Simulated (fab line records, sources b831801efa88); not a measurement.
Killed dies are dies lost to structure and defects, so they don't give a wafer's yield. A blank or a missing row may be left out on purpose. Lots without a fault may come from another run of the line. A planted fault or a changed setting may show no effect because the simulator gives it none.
fab line records | flow sky130 | part 1 of 2: steps 1 to 28 of 39
record lots=5 wafers=15 last_day=49
route steps=708 shown NWELL@68 PWDE@84 VT_ADJUST_HVTP@85 VT_ADJUST_LVTN@97
lots that met no fault: from a run of the same line without faults
start_h: hours from the record's first day to the start of the lot's first wafer shown | wait_h: hours since the lot's step before | " the same as in the row above | L1.1+2: a row that stands for several wafers | - no value, or no start given | * or withheld: withheld | < > ~ a bound
route shown NAME@n: a module of which the file shows steps, and the number in the route of the first | usual: mean/standard deviation of fault-free wafers | same: alike in all rows | chamber/n: place in a boat | sites: the reading at each site | _std_site: their standard deviation | _edge_site: outer sites' mean less inner sites' | radius_mm: how far each site lies from the wafer's centre | mask NAME#n: copy n | behind: the tool/chamber that last shaped the wafer | hold: why the lot was held/for how many hours/how that ended | device: the transistor (n, p or np) that didn't switch | end of line: the same wafers' tests at the end of the route | a step without rows: its recipe alone | killed: dies lost to structure and defects at the first sort, not the wafer's yield | map: a wafer's dies, x killed, . not, _ none there
set.NAME: the setting as run; set.NAME@STEP: as run at that earlier step | model.NAME: the simulator's own value behind a step, which no gauge read
lots at some steps of the route; a table a step, a row a wafer
services: from which hour (start_h, from the record's first day; less than 0 if before it) a tool's chamber was out of use, for how many hours, and why
## steps
# step SKY_NWELL_TW_MEAS_15
# usual NWELL_TW=1832/22
# columns lot.wafer tool chamber start_h wait_h NWELL_TW
L077.3 film_metro-01 - 99.94 0.1 1823
L077.5 " - " " 1824
L077.6 " - " " 1828
L080.3 film_metro-04 - 119.59 0.1 1856
L080.5 " - " " 1856
L080.6 " - " " 1867
L081.3 film_metro-02 - 120.75 0.1 1819
L081.4 " - " " 1829
L081.5 " - " " 1819
L091.2 film_metro-02 - 192.04 0.1 1820
L091.4 " - " " 1830
L091.6 " - " " 1825
L092.4 film_metro-04 - 197.50 0.1 1862
L092.5 " - " " 1856
L092.6 " - " " 1869
# step SKY_NWELL_DEHYDRATE_16
# recipe temp_c=200 time_s=60
# usual plate_temp_C=200.00/0.17
# columns lot.wafer tool chamber start_h wait_h plate_temp_C
L077.3 litho_track-04 0 105.89 5.9 200.22
L077.5 " 0 " " 200.10
L077.6 " 0 " " 200.13
L080.3 litho_track-02 0 128.11 8.5 199.62
L080.5 " 0 " " 199.67
L080.6 " 0 " " 199.97
L081.3 litho_track-04 0 129.04 8.3 199.80
L081.4 " 0 " " 199.88
L081.5 " 0 " " 200.07
L091.2 litho_track-03 0 201.56 9.5 200.22
L091.4 " 0 " " 200.21
L091.6 " 0 " " 200.01
L092.4 litho_track-02 0 206.78 9.3 199.80
L092.5 " 0 " " 199.85
L092.6 " 0 " " 199.94
# step SKY_NWELL_HMDS_17
# recipe prime_time_s=60 prime_temp_c=120
# columns lot.wafer tool chamber start_h wait_h
L077.3+5+6 litho_track-04 0 106.04 0.1
L080.3+5+6 litho_track-02 0 128.26 0.1
L081.3+4+5 litho_track-04 0 129.19 0.1
L091.2+4+6 litho_track-03 0 201.71 0.1
L092.4+5+6 litho_track-02 0 206.93 0.1
# step SKY_NWELL_COAT_18
# recipe spin_rpm=2000 resist_thk_nm=3000
# columns lot.wafer tool chamber start_h wait_h
L077.3+5+6 litho_track-04 0 106.19 0.1
L080.3+5+6 litho_track-02 0 128.41 0.1
L081.3+4+5 litho_track-04 0 129.34 0.1
L091.2+4+6 litho_track-03 0 201.86 0.1
L092.4+5+6 litho_track-02 0 207.08 0.1
# step SKY_NWELL_SOFTBAKE_19
# recipe temp_c=110 time_s=withheld
# usual plate_temp_C=109.99/0.13
# columns lot.wafer tool chamber start_h wait_h plate_temp_C
L077.3 litho_track-04 0 106.36 0.1 109.84
L077.5 " 0 " " 109.90
L077.6 " 0 " " 109.99
L080.3 litho_track-02 0 128.57 0.1 109.89
L080.5 " 0 " " 109.81
L080.6 " 0 " " 110.02
L081.3 litho_track-04 0 129.51 0.1 110.07
L081.4 " 0 " " 110.08
L081.5 " 0 " " 110.02
L091.2 litho_track-03 0 202.02 0.1 109.85
L091.4 " 0 " " 110.01
L091.6 " 0 " " 109.82
L092.4 litho_track-02 0 207.26 0.1 109.76
L092.5 " 0 " " 109.80
L092.6 " 0 " " 109.98
# step SKY_NWELL_EXPOSE_20
# recipe mask_id=NWM_COMPLEMENT na=0.6 source_shape=conventional sigma_outer=0.6 polarization=unpolarized target_cd_nm=840 dose_mj=260
# columns lot.wafer tool chamber start_h wait_h mask
L077.3+5+6 iline_stepper-01 0 - - NWM_COMPLEMENT#0
L080.3+5+6 iline_stepper-01 0 - - NWM_COMPLEMENT#0
L081.3+4+5 iline_stepper-01 0 - - NWM_COMPLEMENT#0
L091.2+4+6 iline_stepper-01 0 - - NWM_COMPLEMENT#0
L092.4+5+6 iline_stepper-02 0 - - NWM_COMPLEMENT#0
# step SKY_NWELL_PEB_21
# recipe temp_c=115 time_s=withheld
# usual plate_temp_C=114.97/0.13
# columns lot.wafer tool chamber start_h wait_h plate_temp_C
L077.3 litho_track-02 0 - - 115.02
L077.5 " 0 " " 115.05
L077.6 " 0 " " 115.06
L080.3 litho_track-04 0 - - 114.91
L080.5 " 0 " " 114.88
L080.6 " 0 " " 114.92
L081.3 litho_track-04 0 - - 115.09
L081.4 " 0 " " 115.04
L081.5 " 0 " " 114.99
L091.2 litho_track-02 0 - - 115.07
L091.4 " 0 " " 115.04
L091.6 " 0 " " 114.98
L092.4 litho_track-04 0 - - 114.97
L092.5 " 0 " " 115.06
L092.6 " 0 " " 115.03
# step SKY_NWELL_DEVELOP_22
# recipe wall_angle_deg=90 developer=TMAH develop_time_s=60 dev_temp_c=23
# columns lot.wafer tool chamber start_h wait_h
L077.3+5+6 litho_track-02 0 - -
L080.3+5+6 litho_track-04 0 - -
L081.3+4+5 litho_track-04 0 - -
L091.2+4+6 litho_track-02 0 - -
L092.4+5+6 litho_track-04 0 - -
# step SKY_NWELL_OVL_MEAS_23
# usual NWELL_01_OVL=0.6/1.2
# columns lot.wafer tool chamber start_h wait_h NWELL_01_OVL[nm]
L077.3 overlay-02 - 116.72 - -1.0
L077.5 " - " " -1.2
L077.6 " - " " 0.2
L080.3 overlay-01 - 137.00 - 1.6
L080.5 " - " " 0.3
L080.6 " - " " 1.6
L081.3 overlay-01 - 137.65 - 1.5
L081.4 " - " " 0.9
L081.5 " - " " -1.0
L091.2 overlay-02 - 213.51 - 0.4
L091.4 " - " " 0.7
L091.6 " - " " 1.4
L092.4 overlay-02 - 218.61 - 0.9
L092.5 " - " " 0.4
L092.6 " - " " -0.7
# step SKY_NWELL_IMPLANT_24
# recipe species=B energy_kev=140 dose_cm2=9.2e+12 tilt_deg=withheld
# usual dose_ions_cm2=9.201e+12/9.4e+09 end_station_pressure_torr=5.07e-06/2.4e-07
# columns lot.wafer tool chamber start_h wait_h dose_ions_cm2 end_station_pressure_torr
L077.3 implanter-04 0 116.79 0.1 9.199e+12 5.13e-06
L077.5 " 0 " " 9.198e+12 5.75e-06
L077.6 " 0 " " 9.19e+12 5.33e-06
L080.3 implanter-04 0 137.08 0.1 9.212e+12 5.29e-06
L080.5 " 0 " " 9.207e+12 5.43e-06
L080.6 " 0 " " 9.203e+12 5.02e-06
L081.3 implanter-02 0 137.73 0.1 9.19e+12 4.87e-06
L081.4 " 0 " " 9.21e+12 4.78e-06
L081.5 " 0 " " 9.2e+12 5.17e-06
L091.2 implanter-03 0 213.57 0.0 9.202e+12 4.81e-06
L091.4 " 0 " " 9.195e+12 4.81e-06
L091.6 " 0 " " 9.206e+12 5.35e-06
L092.4 implanter-02 0 218.70 0.1 9.212e+12 5.01e-06
L092.5 " 0 " " 9.204e+12 4.93e-06
L092.6 " 0 " " 9.197e+12 5.08e-06
# step SKY_NWELL_STRIP_25
# recipe chemistry=O2/N2 power_w=1400 pressure_mtorr=1500 platen_temp_c=withheld o2_flow_sccm=3000 n2_flow_sccm=300 overash_fraction=0.5
# usual drypump_motor_current_A=6.1/0.48 o2_flow_sccm=3000/10 oes_product_au=0.723/0.0046 strip_time_to_endpoint_s=36.93/0.11
# columns lot.wafer tool chamber start_h wait_h drypump_motor_current_A o2_flow_sccm oes_product_au rf_hours_counter_h strip_time_to_endpoint_s
L077.3 plasma_asher-04 1 116.93 0.1 6.7 3002 0.728 - 36.77
L077.5 " 0 " " 5.2 2997 0.723 - 36.73
L077.6 " 1 " " 6.7 3002 0.720 - 36.83
L080.3 plasma_asher-04 1 137.21 0.1 6.7 2992 0.725 - 36.99
L080.5 " 1 " " 6.7 2999 0.728 - 36.87
L080.6 " 0 " " 5.2 3001 0.719 - 36.93
L081.3 plasma_asher-01 1 137.86 0.1 6.4 2986 0.724 - 36.70
L081.4 " 0 " " 6.3 2993 0.717 - 36.75
L081.5 " 1 " " 6.4 3005 0.726 - 36.81
L091.2 plasma_asher-02 1 213.69 0.1 6.2 2993 0.719 36 37.07
L091.4 " 1 " " 6.2 3003 0.723 - 37.02
L091.6 " 1 " " 6.2 3011 0.722 - 37.02
L092.4 plasma_asher-04 0 218.81 0.1 5.2 3002 0.718 - 37.05
L092.5 " 1 " " 6.8 3009 0.722 - 37.12
L092.6 " 0 " " 5.2 2989 0.714 - 37.08
# step SKY_NWELL_TW_MEAS_26
# usual NWELL_2_TW=502/6
# columns lot.wafer tool chamber start_h wait_h NWELL_2_TW
L077.3 film_metro-01 - 117.01 0.1 499
L077.5 " - " " 497
L077.6 " - " " 498
L080.3 film_metro-01 - 137.30 0.1 495
L080.5 " - " " 496
L080.6 " - " " 495
L081.3 film_metro-04 - 137.95 0.1 506
L081.4 " - " " 508
L081.5 " - " " 505
L091.2 film_metro-02 - 213.80 0.1 498
L091.4 " - " " 496
L091.6 " - " " 498
L092.4 film_metro-02 - 218.91 0.1 497
L092.5 " - " " 498
L092.6 " - " " 498
# step SKY_NWELL_CLEAN_27
# recipe chemistry=SC1/SC2 mix=1:4:20 temp_c=70 time_s=150 dry=n2_spin
# columns lot.wafer tool chamber start_h wait_h
L077.3+5+6 wet_bench-02 3 117.05 0.0
L080.3+5+6 wet_bench-04 2 137.34 0.0
L081.3+4+5 wet_bench-02 3 137.99 0.0
L091.2+4+6 wet_bench-02 1 213.85 0.0
L092.4+5+6 wet_bench-03 3 218.94 0.0
# step SKY_NWELL_RTA_28
# recipe temp_c=1050 time_s=30 idle_temp_c=650 ramp_up_c_per_s=150 ramp_down_c_per_s=90 ambient=N2
# usual anneal_temp_c_max=1055.2/1.2 lamp_power_pct=25.30/0.051 wafer_temp_C_max=1055.0/0.86
# columns lot.wafer tool chamber start_h wait_h anneal_temp_c_max lamp_power_pct wafer_temp_C_max
L077.3 rtp_anneal-01 0 117.14 0.0 1056.8 25.28 1054.2
L077.5 " 0 " " 1054.4 25.30 1055.1
L077.6 " 0 " " 1054.8 25.32 1055.8
L080.3 rtp_anneal-02 0 137.42 0.0 1053.9 25.32 1054.7
L080.5 " 0 " " 1054.8 25.24 1055.5
L080.6 " 0 " " 1054.9 25.30 1055.0
L081.3 rtp_anneal-01 0 138.07 0.0 1054.7 25.30 1056.2
L081.4 " 0 " " 1054.5 25.25 1055.9
L081.5 " 0 " " 1054.8 25.29 1055.8
L091.2 rtp_anneal-02 0 213.92 0.0 1054.0 25.26 1055.7
L091.4 " 0 " " 1054.8 25.32 1054.9
L091.6 " 0 " " 1055.8 25.31 1054.7
L092.4 rtp_anneal-02 0 219.14 0.1 1053.2 25.32 1054.4
L092.5 " 0 " " 1055.1 25.36 1056.5
L092.6 " 0 " " 1054.8 25.33 1053.5
# step SKY_NWELL_RS_MEAS_29
# recipe thk_meas_gauge=four-point-probe
# usual NWELL_RS=624.8/1.5
# columns lot.wafer tool chamber start_h wait_h NWELL_RS[ohm/sq]
L077.3 film_metro-04 - 117.24 0.1 624.4
L077.5 " - " " 622.6
L077.6 " - " " 624.7
L080.3 film_metro-02 - 137.53 0.1 625.7
L080.5 " - " " 625.2
L080.6 " - " " 627.7
L081.3 film_metro-02 - 138.18 0.1 624.4
L081.4 " - " " 623.3
L081.5 " - " " 624.5
L091.2 film_metro-02 - 214.02 0.1 627.5
L091.4 " - " " 626.5
L091.6 " - " " 626.6
L092.4 film_metro-04 - 219.30 0.1 626.0
L092.5 " - " " 624.9
L092.6 " - " " 626.0
# step SKY_NWELL_RS_MEAS_31
# recipe thk_meas_gauge=four-point-probe
# usual PWDE_RS=5271/17
# columns lot.wafer tool chamber start_h wait_h PWDE_RS[ohm/sq]
L077.3 film_metro-04 - 117.48 0.1 5283
L077.5 " - " " 5292
L077.6 " - " " 5294
L080.3 film_metro-02 - 137.77 0.1 5267
L080.5 " - " " 5255
L080.6 " - " " 5264
L081.3 film_metro-02 - 138.42 0.1 5263
L081.4 " - " " 5248
L081.5 " - " " 5245
L091.2 film_metro-02 - 214.26 0.1 5285
L091.4 " - " " 5313
L091.6 " - " " 5290
L092.4 film_metro-04 - 219.54 0.1 5256
L092.5 " - " " 5265
L092.6 " - " " 5260
# step SKY_VT_ADJUST_HVTP_DEHYDRATE_00
# recipe temp_c=200 time_s=60
# usual plate_temp_C=200.00/0.17
# columns lot.wafer tool chamber start_h wait_h plate_temp_C
L077.3 litho_track-02 0 125.96 8.5 200.06
L077.5 " 0 " " 200.18
L077.6 " 0 " " 200.10
L080.3 litho_track-01 0 146.90 9.1 200.02
L080.5 " 0 " " 200.08
L080.6 " 0 " " 200.05
L081.3 litho_track-04 0 147.44 9.0 200.00
L081.4 " 0 " " 200.03
L081.5 " 0 " " 199.91
L091.2 litho_track-02 0 224.88 10.6 199.81
L091.4 " 0 " " 199.78
L091.6 " 0 " " 200.01
L092.4 litho_track-04 0 229.51 10.0 200.25
L092.5 " 0 " " 200.25
L092.6 " 0 " " 200.14
# step SKY_VT_ADJUST_HVTP_HMDS_01
# recipe prime_time_s=60 prime_temp_c=120
# columns lot.wafer tool chamber start_h wait_h
L077.3+5+6 litho_track-02 0 126.11 0.1
L080.3+5+6 litho_track-01 0 147.05 0.1
L081.3+4+5 litho_track-04 0 147.59 0.1
L091.2+4+6 litho_track-02 0 225.03 0.1
L092.4+5+6 litho_track-04 0 229.66 0.1
# step SKY_VT_ADJUST_HVTP_COAT_02
# recipe resist=NOVOLAK spin_rpm=3000 resist_thk_nm=1140
# columns lot.wafer tool chamber start_h wait_h
L077.3+5+6 litho_track-02 0 126.26 0.1
L080.3+5+6 litho_track-01 0 147.20 0.1
L081.3+4+5 litho_track-04 0 147.74 0.1
L091.2+4+6 litho_track-02 0 225.18 0.1
L092.4+5+6 litho_track-04 0 229.81 0.1
# step SKY_VT_ADJUST_HVTP_SOFTBAKE_03
# recipe temp_c=90 time_s=60 resist=NOVOLAK
# usual plate_temp_C=90.01/0.14
# columns lot.wafer tool chamber start_h wait_h plate_temp_C
L077.3 litho_track-02 0 126.41 0.1 89.85
L077.5 " 0 " " 89.94
L077.6 " 0 " " 89.80
L080.3 litho_track-01 0 147.35 0.1 90.03
L080.5 " 0 " " 89.95
L080.6 " 0 " " 90.10
L081.3 litho_track-04 0 147.89 0.1 90.31
L081.4 " 0 " " 90.14
L081.5 " 0 " " 90.14
L091.2 litho_track-02 0 225.33 0.1 90.16
L091.4 " 0 " " 90.02
L091.6 " 0 " " 89.90
L092.4 litho_track-04 0 229.96 0.1 90.08
L092.5 " 0 " " 90.00
L092.6 " 0 " " 89.84
# step SKY_VT_ADJUST_HVTP_EXPOSE_04
# recipe mask_id=HVTPM na=0.6 source_shape=conventional sigma_outer=0.6 polarization=unpolarized target_cd_nm=380 dose_mj=140
# columns lot.wafer tool chamber start_h wait_h mask
L077.3+5+6 iline_stepper-02 0 - - HVTPM#0
L080.3+5+6 iline_stepper-01 0 - - HVTPM#0
L081.3+4+5 iline_stepper-01 0 - - HVTPM#0
L091.2+4+6 iline_stepper-02 0 - - HVTPM#0
L092.4+5+6 iline_stepper-01 0 - - HVTPM#0
# step SKY_VT_ADJUST_HVTP_PEB_05
# recipe temp_c=withheld time_s=* resist=NOVOLAK
# columns lot.wafer tool chamber start_h wait_h
L077.3+5+6 litho_track-02 0 - -
L080.3+5+6 litho_track-01 0 - -
L081.3+4+5 litho_track-04 0 - -
L091.2+4+6 litho_track-01 0 - -
L092.4+5+6 litho_track-01 0 - -
# step SKY_VT_ADJUST_HVTP_DEVELOP_06
# recipe resist=NOVOLAK developer=TMAH develop_time_s=60 dev_temp_c=23
# columns lot.wafer tool chamber start_h wait_h
L077.3+5+6 litho_track-02 0 134.76 0.1
L080.3+5+6 litho_track-01 0 156.65 0.1
L081.3+4+5 litho_track-04 0 156.94 0.1
L091.2+4+6 litho_track-01 0 235.93 0.1
L092.4+5+6 litho_track-01 0 241.93 0.1
# step SKY_VT_ADJUST_HVTP_CD_MEAS_07
# recipe target_cd_nm=380
# usual cd_nm=380.9/2
# columns lot.wafer tool chamber start_h wait_h cd_nm
L077.3 cd_sem-02 - 134.90 0.1 381.6
L077.5 " - " " 381.4
L077.6 " - " " 381.2
L080.3 cd_sem-02 - 156.79 0.1 380.7
L080.5 " - " " 381.2
L080.6 " - " " 381.9
L081.3 cd_sem-01 - 157.08 0.1 381.1
L081.4 " - " " 382.1
L081.5 " - " " 380.4
L091.2 cd_sem-02 - 236.07 0.1 379.5
L091.4 " - " " 380.8
L091.6 " - " " 382.2
L092.4 cd_sem-01 - 242.06 0.1 378.5
L092.5 " - " " 377.7
L092.6 " - " " 381.1
# step SKY_VT_ADJUST_HVTP_OVL_MEAS_08
# usual VT_ADJUST_HVTP_OVL=-0.1/1.3
# columns lot.wafer tool chamber start_h wait_h VT_ADJUST_HVTP_OVL[nm]
L077.3 overlay-02 - 134.99 0.1 0.8
L077.5 " - " " -1.3
L077.6 " - " " -0.7
L080.3 overlay-01 - 156.88 0.1 0.3
L080.5 " - " " 2.8
L080.6 " - " " 0.9
L081.3 overlay-01 - 157.17 0.1 0.8
L081.4 " - " " 0.0
L081.5 " - " " 1.5
L091.2 overlay-02 - 236.18 0.1 -1.8
L091.4 " - " " -1.6
L091.6 " - " " -0.2
L092.4 overlay-02 - 242.14 0.1 -0.8
L092.5 " - " " -2.0
L092.6 " - " " -0.2
# step SKY_VT_ADJUST_HVTP_IMPLANT_09
# recipe species=As energy_kev=150 dose_cm2=4.3e+12 tilt_deg=withheld
# usual dose_ions_cm2=4.299e+12/5.2e+09 end_station_pressure_torr=5.01e-06/2.5e-07
# columns lot.wafer tool chamber start_h wait_h dose_ions_cm2 end_station_pressure_torr
L077.3 implanter-02 0 135.06 0.1 4.301e+12 5.12e-06
L077.5 " 0 " " 4.297e+12 4.91e-06
L077.6 " 0 " " 4.299e+12 4.77e-06
L080.3 implanter-01 0 156.96 0.1 4.305e+12 5.47e-06
L080.5 " 0 " " 4.297e+12 4.96e-06
L080.6 " 0 " " 4.295e+12 4.88e-06
L081.3 implanter-04 0 157.25 0.1 4.296e+12 5.32e-06
L081.4 " 0 " " 4.294e+12 5.4e-06
L081.5 " 0 " " 4.3e+12 5.26e-06
L091.2 implanter-01 0 236.23 0.0 4.309e+12 4.86e-06
L091.4 " 0 " " 4.303e+12 4.94e-06
L091.6 " 0 " " 4.304e+12 5.1e-06
L092.4 implanter-04 0 242.23 0.1 4.297e+12 5.02e-06
L092.5 " 0 " " 4.294e+12 4.64e-06
L092.6 " 0 " " 4.293e+12 5.03e-06
# step SKY_VT_ADJUST_HVTP_STRIP_10
# recipe chemistry=O2/N2 power_w=1400 pressure_mtorr=1500 platen_temp_c=withheld o2_flow_sccm=3000 n2_flow_sccm=300 overash_fraction=0.5
# usual drypump_motor_current_A=6.11/0.27 o2_flow_sccm=3001/8.8 oes_product_au=0.715/0.0046 strip_time_to_endpoint_s=14.19/0.033
# columns lot.wafer tool chamber start_h wait_h drypump_motor_current_A o2_flow_sccm oes_product_au rf_hours_counter_h strip_time_to_endpoint_s
L077.3 plasma_asher-02 1 135.20 0.1 6.17 3006 0.712 - 14.17
L077.5 " 0 " " 5.82 3004 0.716 - 14.15
L077.6 " 1 " " 6.18 3005 0.718 - 14.17
L080.3 plasma_asher-02 0 157.09 0.1 5.82 2995 0.717 - 14.14
L080.5 " 0 " " 5.83 3001 0.712 - 14.15
L080.6 " 1 " " 6.17 2995 0.710 - 14.15
L081.3 plasma_asher-01 0 157.38 0.1 6.27 2985 0.720 - 14.16
L081.4 " 1 " " 6.41 3001 0.714 - 14.22
L081.5 " 0 " " 6.22 2973 0.723 - 14.26
L091.2 plasma_asher-02 1 236.36 0.1 6.17 3004 0.721 39 14.19
L091.4 " 1 " " 6.17 3000 0.715 - 14.14
L091.6 " 0 " " 5.85 3005 0.722 - 14.21
L092.4 plasma_asher-01 0 242.34 0.1 6.27 3004 0.715 - 14.22
L092.5 " 0 " " 6.30 2995 0.721 - 14.19
L092.6 " 1 " " 6.43 3006 0.719 - 14.16
# step SKY_VT_ADJUST_HVTP_TW_MEAS_11
# usual VT_ADJUST_HVTP_TW=1362/22
# columns lot.wafer tool chamber start_h wait_h VT_ADJUST_HVTP_TW
L077.3 film_metro-01 - 135.28 0.1 1359
L077.5 " - " " 1360
L077.6 " - " " 1350
L080.3 film_metro-04 - 157.18 0.1 1402
L080.5 " - " " 1393
L080.6 " - " " 1390
L081.3 film_metro-04 - 157.47 0.1 1394
L081.4 " - " " 1392
L081.5 " - " " 1396
L091.2 film_metro-04 - 236.47 0.1 1386
L091.4 " - " " 1390
L091.6 " - " " 1388
L092.4 film_metro-01 - 242.44 0.1 1358
L092.5 " - " " 1364
L092.6 " - " " 1364
